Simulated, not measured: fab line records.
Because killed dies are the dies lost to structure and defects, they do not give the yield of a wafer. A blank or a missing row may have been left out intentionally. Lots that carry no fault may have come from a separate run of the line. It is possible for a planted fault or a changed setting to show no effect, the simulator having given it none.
Chamber matching	flow sky130	SKY_FIELD_ISO_ETCH_17 on rieSi-01: 4 sister chambers
The step etches Si in HBr/Cl2/O2, target depth 342 nm, time 97.7 s. 8 wafers are shown with their chamber, then 7 later ones without.

WAFERS, EACH WITH ITS CHAMBER
wafer	chamber	oesProductAu (a.u.)	throttleValvePct (%)
L190.6	1	1.024	25.645
L191.5	2	1.009	25.660
L191.6	1	1.013	25.647
L193.1	3	1.014	25.643
L193.3	0	0.984	25.671
L193.6	0	0.988	25.646
L194.1	3	1.003	25.646
L194.3	2	1.009	25.651

WAFERS WHOSE CHAMBER IS MISSING
wafer	oesProductAu (a.u.)	throttleValvePct (%)
L194.5	1.008	25.657
L195.2	0.989	25.663
L195.4	1.011	25.629
L195.6	0.989	25.675
L196.2	1.006	25.636
L196.3	1.007	25.646
L196.6	1.012	25.649

EACH ONE'S CHAMBER
wafer	from the rows above	in truth
L194.5	can't be placed: 2 or 3 or 1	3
L195.2	0	0
L195.4	can't be placed: 3 or 1 or 2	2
L195.6	0	0
L196.2	can't be placed: 3 or 2 or 1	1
L196.3	can't be placed: 3 or 2 or 1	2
L196.6	can't be placed: 3 or 2 or 1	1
Correctly placed: 2 of 7. These rows do not allow placing 5 (true chamber among the candidates in 5). Wrongly placed: 0.
How it was worked out, from the rows above alone: a wafer's distance from a chamber is the root of the sum, over the readings, of the square of ((its reading less the chamber's mean) divided by the reading's scatter). If the next closest chamber is less than 2 further off than the closest, the wafer can't be placed; otherwise it belongs to the closest. For every chamber, the mean is computed from those of its wafers that are shown. The scatter: take each reading less its chamber's mean, square it, sum over the shown wafers, divide by the number of wafers less the number of chambers, and take the root.
